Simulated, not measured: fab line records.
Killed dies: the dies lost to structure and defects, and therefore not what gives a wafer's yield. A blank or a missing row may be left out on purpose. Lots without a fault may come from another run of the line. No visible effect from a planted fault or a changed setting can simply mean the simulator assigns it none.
fab line records    flow sky130    part 2 of 2: steps 30 to 39 of 39
[record] lots = 5  wafers = 15  last-day = 50
route steps=708 shown SONOS_TUNNEL@167 SONOS_ONO@168 GATE_OXIDE@187 POLY_GATE@204
lots that met no fault: taken from a fault-free run of the same line
start-h: hours from the record's first day to the start of the lot's first wafer shown    wait-h: how many hours have passed since the lot's step before this one    " the same as in the row above    L1.1+2: a single row standing in for several wafers    - no value, or no start was given    * or withheld: withheld    < > ~ a bound
route shown NAME@n: a module of which the file shows steps, and the number in the route of the first    usual: average and standard deviation across the fault-free wafers    same: alike in all rows    chamber/n: place in a boat    sites: per-site readings    _std_site: standard deviation of those values    _edge_site: inner sites' mean taken away from outer sites' mean    radius-mm: for every site, how far away it sits from the centre of the wafer    mask NAME#n: copy n    behind: the last tool/chamber to shape the wafer    hold: the reason the lot was held/the length of the hold in hours/how it ended    device: transistor that didn't switch, given as n, p or np    end of line: the tests these same wafers got at the end of their route    a step given without rows: its recipe and nothing more    killed: at the first sort, the dies lost to defects and structure; wafer yield is something else    map: dies across one wafer; x = killed, . = not, _ = none there
set.NAME: the setting the step ran with; set.NAME@STEP: the setting that earlier step ran with    model.NAME: the simulator's own value behind a step, which no gauge read
certain route steps with their lots: each step a table, each wafer a row
services: when a tool's chamber went out of use (start-h, in hours from the record's first day, below 0 if earlier), for how many hours, and the reason
[[steps]]
[step SKY_GATE_OXIDE_DEVELOP_09]
[recipe] resist = NOVOLAK  developer = TMAH  develop-time-s = 60  dev-temp-c = 23
lot.wafer   tool            chamber  start-h  wait-h
L077.2+4+6  litho-track-02  0        330.09   0.1
L087.1+3+6  litho-track-03  0        416.72   0.1
L091.4+5+6  litho-track-04  0        460.48   0.1
L095.1+2+3  litho-track-03  0        483.12   0.1
L097.3+5+6  litho-track-03  0        501.07   0.1
[step SKY_GATE_OXIDE_OVL_MEAS_10]
[usual] GATE_OXIDE_OVL = -0.7/1.3
lot.wafer  tool        chamber  start-h  wait-h  GATE_OXIDE_OVL[nm]
L077.2     overlay-02  -        330.22   0.1     0.5
L077.4     "           -        "        "       -1.7
L077.6     "           -        "        "       -0.8
L087.1     overlay-02  -        416.87   0.1     -0.5
L087.3     "           -        "        "       0.0
L087.6     "           -        "        "       -0.5
L091.4     overlay-02  -        460.57   0.1     -2.2
L091.5     "           -        "        "       -1.3
L091.6     "           -        "        "       0.8
L095.1     overlay-02  -        483.27   0.1     -0.3
L095.2     "           -        "        "       2.0
L095.3     "           -        "        "       -2.3
L097.3     overlay-01  -        501.18   0.1     -0.7
L097.5     "           -        "        "       -0.6
L097.6     "           -        "        "       -1.2
[step SKY_GATE_OXIDE_IMPLANT_11]
[recipe] species = B  energy-kev = 10  dose-cm2 = 2.6e+12  tilt-deg = withheld
[usual] beam-energy-keV = 9.999/0.0032
lot.wafer  tool          chamber  start-h  wait-h  beam-energy-keV
L077.2     implanter-01  0        330.28   0.0     10.000
L077.4     "             0        "        "       10.001
L077.6     "             0        "        "       10.000
L087.1     implanter-01  0        416.91   0.0     9.995
L087.3     "             0        "        "       9.999
L087.6     "             0        "        "       9.993
L091.4     implanter-04  0        460.66   0.1     10.001
L091.5     "             0        "        "       9.999
L091.6     "             0        "        "       9.997
L095.1     implanter-03  0        483.31   0.0     9.998
L095.2     "             0        "        "       9.997
L095.3     "             0        "        "       9.998
L097.3     implanter-03  0        501.26   0.1     9.990
L097.5     "             0        "        "       9.995
L097.6     "             0        "        "       9.996
[step SKY_GATE_OXIDE_WET_ETCH_12]
[recipe] chemistry = dHF  target-depth-nm = 16.8  dry = n2-spin  target = SiO2  dilution = 100:1  temp-c = 25  time-s = 336
lot.wafer   tool          chamber  start-h  wait-h
L077.2+4+6  wet-bench-04  1        330.40   0.1
L087.1+3+6  wet-bench-02  2        417.06   0.1
L091.4+5+6  wet-bench-02  1        460.74   0.1
L095.1+2+3  wet-bench-02  1        483.46   0.1
L097.3+5+6  wet-bench-02  3        501.36   0.1
[step SKY_GATE_OXIDE_STRIP_13]
[recipe] chemistry = O2/N2  power-w = 1400  pressure-mtorr = 1500  platen-temp-c = withheld  o2-flow-sccm = 3000  n2-flow-sccm = 300  overash-fraction = 0.5
[usual] drypump-motor-current-A = 5.4/0.37  oes-product-au = 0.716/0.0047  strip-time-to-endpoint-s = 14.17/0.048
[same] overash-fraction = 0.5
lot.wafer  tool             chamber  start-h  wait-h  drypump-motor-current-A  oes-product-au  rf-hours-counter-h  strip-time-to-endpoint-s
L077.2     plasma-asher-02  1        330.50   0.0     4.7                      0.718           47                  14.21
L077.4     "                0        "        "       5.8                      0.715           -                   14.15
L077.6     "                1        "        "       4.8                      0.703           -                   14.16
L087.1     plasma-asher-02  0        417.16   0.0     5.8                      0.708           56                  14.19
L087.3     "                0        "        "       5.8                      0.713           -                   14.19
L087.6     "                0        "        "       5.8                      0.720           -                   14.21
L091.4     plasma-asher-01  1        460.88   0.0     5.5                      0.717           -                   14.17
L091.5     "                1        "        "       5.5                      0.718           -                   14.24
L091.6     "                0        "        "       5.6                      0.713           -                   14.16
L095.1     plasma-asher-01  0        483.56   0.0     5.6                      0.714           81                  14.09
L095.2     "                1        "        "       5.5                      0.720           81                  14.16
L095.3     "                1        "        "       5.5                      0.723           -                   14.12
L097.3     plasma-asher-02  1        501.49   0.0     4.7                      0.717           -                   14.20
L097.5     "                1        "        "       4.7                      0.711           -                   14.20
L097.6     "                0        "        "       5.9                      0.712           -                   14.17
[step SKY_GATE_OXIDE_TW_MEAS_14]
[usual] GATE_OXIDE_TW = 223.2/1.7
lot.wafer  tool           chamber  start-h  wait-h  GATE_OXIDE_TW
L077.2     film-metro-03  -        330.61   0.1     223.0
L077.4     "              -        "        "       224.5
L077.6     "              -        "        "       223.4
L087.1     film-metro-02  -        417.26   0.1     220.3
L087.3     "              -        "        "       219.3
L087.6     "              -        "        "       220.1
L091.4     film-metro-04  -        460.98   0.1     223.3
L091.5     "              -        "        "       224.9
L091.6     "              -        "        "       226.4
L095.1     film-metro-03  -        483.66   0.1     224.5
L095.2     "              -        "        "       223.9
L095.3     "              -        "        "       223.2
L097.3     film-metro-02  -        501.58   0.1     222.0
L097.5     "              -        "        "       223.1
L097.6     "              -        "        "       222.3
[step SKY_GATE_OXIDE_CLEAN_15]
[recipe] chemistry = SC1/SC2  mix = 1:4:20  temp-c = 70  time-s = 150  dry = n2-spin
lot.wafer   tool          chamber  start-h  wait-h
L077.2+4+6  wet-bench-02  0        330.66   0.0
L087.1+3+6  wet-bench-04  3        417.32   0.1
L091.4+5+6  wet-bench-03  0        461.01   0.0
L095.1+2+3  wet-bench-02  0        483.72   0.1
L097.3+5+6  wet-bench-02  0        501.62   0.0
[step SKY_GATE_OXIDE_OXIDATION_16]
[recipe] temp-c = 800  ambient = O2  idle-temp-c = 700  ramp-up-c-per-min = 10  ramp-down-c-per-min = 3  stabilise-s = 600  purge-s = 300  target-thk-a = 35.7  ox-time-s = 1915
[usual] ox-temp-c = 800.0/0.37  spike-tc-bottom-C = 821.3/1  spike-tc-lower-C = 801.5/1.1  zone-power-top-pct = 30.0/0.81
lot.wafer  tool        chamber  start-h  wait-h  ox-temp-c  spike-tc-bottom-C  spike-tc-lower-C  zone-power-top-pct
L077.2     furnace-02  0        332.21   1.5     800.1      822.7              801.6             29.0
L077.4     "           0        "        "       800.4      822.6              800.9             29.6
L077.6     "           0        "        "       800.3      821.1              802.6             29.6
L087.1     furnace-02  0        419.62   2.3     801.1      820.4              801.0             29.5
L087.3     "           0        "        "       800.5      820.4              800.7             29.1
L087.6     "           0        "        "       800.4      822.2              801.0             29.2
L091.4     furnace-02  0        461.06   0.0     800.2      820.4              801.2             29.2
L091.5     "           0        "        "       800.2      821.6              802.2             29.6
L091.6     "           0        "        "       799.9      818.0              803.1             29.1
L095.1     furnace-01  0        483.77   0.0     800.2      820.8              801.5             31.2
L095.2     "           0        "        "       799.9      821.7              802.4             31.0
L095.3     "           0        "        "       800.4      820.8              800.8             31.4
L097.3     furnace-01  0        501.67   0.0     799.4      821.6              800.8             30.8
L097.5     "           0        "        "       800.0      822.5              800.0             31.3
L097.6     "           0        "        "       799.6      821.6              800.5             31.1
[step SKY_POLY_GATE_CVD_00]
[recipe] material = poly-Si  target-thk-nm = 180  temp-c = 620  time-s = 720  pressure-mtorr = 200
[usual] spike-tc-bottom-C = 640.9/1.2  spike-tc-lower-C = 620.0/1.5  zone-power-top-pct = 19.8/1.3
lot.wafer  tool      chamber  start-h  wait-h  spike-tc-bottom-C  spike-tc-lower-C  zone-power-top-pct
L077.2     lpcvd-01  0        333.74   0.0     642.4              621.8             18.9
L077.4     "         0        "        "       639.2              621.0             18.5
L077.6     "         0        "        "       640.0              621.5             18.6
L087.1     lpcvd-01  0        421.15   0.0     642.9              622.9             18.5
L087.3     "         0        "        "       640.8              620.6             18.9
L087.6     "         0        "        "       642.0              620.8             18.8
L091.4     lpcvd-01  0        462.60   0.0     640.1              621.4             18.7
L091.5     "         0        "        "       640.5              621.5             18.7
L091.6     "         0        "        "       642.2              621.3             18.5
L095.1     lpcvd-01  1        485.86   0.6     641.9              617.8             21.5
L095.2     "         1        "        "       642.6              619.5             21.5
L095.3     "         1        "        "       641.0              618.4             21.3
L097.3     lpcvd-01  0        503.20   0.0     639.0              621.0             18.6
L097.5     "         0        "        "       639.4              619.9             18.7
L097.6     "         0        "        "       640.2              621.6             18.6
[step SKY_POLY_GATE_THK_MEAS_01]
[recipe] reads = poly-Si_of_POLY_GATE_CVD_00
[usual] POLY_GATE_CVD_00_THK = 180.0/2
lot.wafer  tool           chamber  start-h  wait-h  POLY_GATE_CVD_00_THK[nm]
L077.2     film-metro-04  -        334.95   0.0     179.2
L077.4     "              -        "        "       180.7
L077.6     "              -        "        "       180.0
L087.1     film-metro-04  -        422.35   0.0     180.4
L087.3     "              -        "        "       179.6
L087.6     "              -        "        "       178.6
L091.4     film-metro-01  -        463.83   0.0     182.3
L091.5     "              -        "        "       182.2
L091.6     "              -        "        "       184.0
L095.1     film-metro-03  -        487.06   0.0     177.3
L095.2     "              -        "        "       180.1
L095.3     "              -        "        "       179.2
L097.3     film-metro-03  -        504.42   0.0     181.2
L097.5     "              -        "        "       180.4
L097.6     "              -        "        "       182.0
[[services]]
tool              chamber  start-h  hours  kind
wet-bench-01      -        256.07   4.7    repair
plasma-asher-02   -        274.20   42.0   repair
plasma-asher-01   -        278.94   14.6   pm
iline-stepper-01  -        301.16   1.7    pm
rie-diel-03       3        305.46   5.1    repair
plasma-asher-02   -        314.16   4.0    repair
lpcvd-01          -        345.44   6.1    pm
lpcvd-03          -        345.80   6.0    pm
iline-stepper-02  -        346.77   1.7    pm
furnace-01        -        347.95   3.0    pm
iline-stepper-02  -        349.05   7.2    repair
rie-diel-03       -        351.11   0.4    repair
rie-diel-03       3        352.28   21.0   repair
rie-diel-03       0        356.40   2.5    repair
wet-bench-03      -        405.94   5.7    repair
furnace-02        -        408.03   3.3    pm
plasma-asher-03   -        421.25   9.0    pm
plasma-asher-02   -        430.61   48.9   repair
plasma-asher-03   -        439.69   2.8    pm
rie-diel-03       1        465.25   12.3   repair
furnace-01        -        474.68   4.0    pm
lpcvd-02          -        481.98   17.2   pm
iline-stepper-01  -        487.46   15.5   repair
furnace-02        -        491.29   6.1    pm
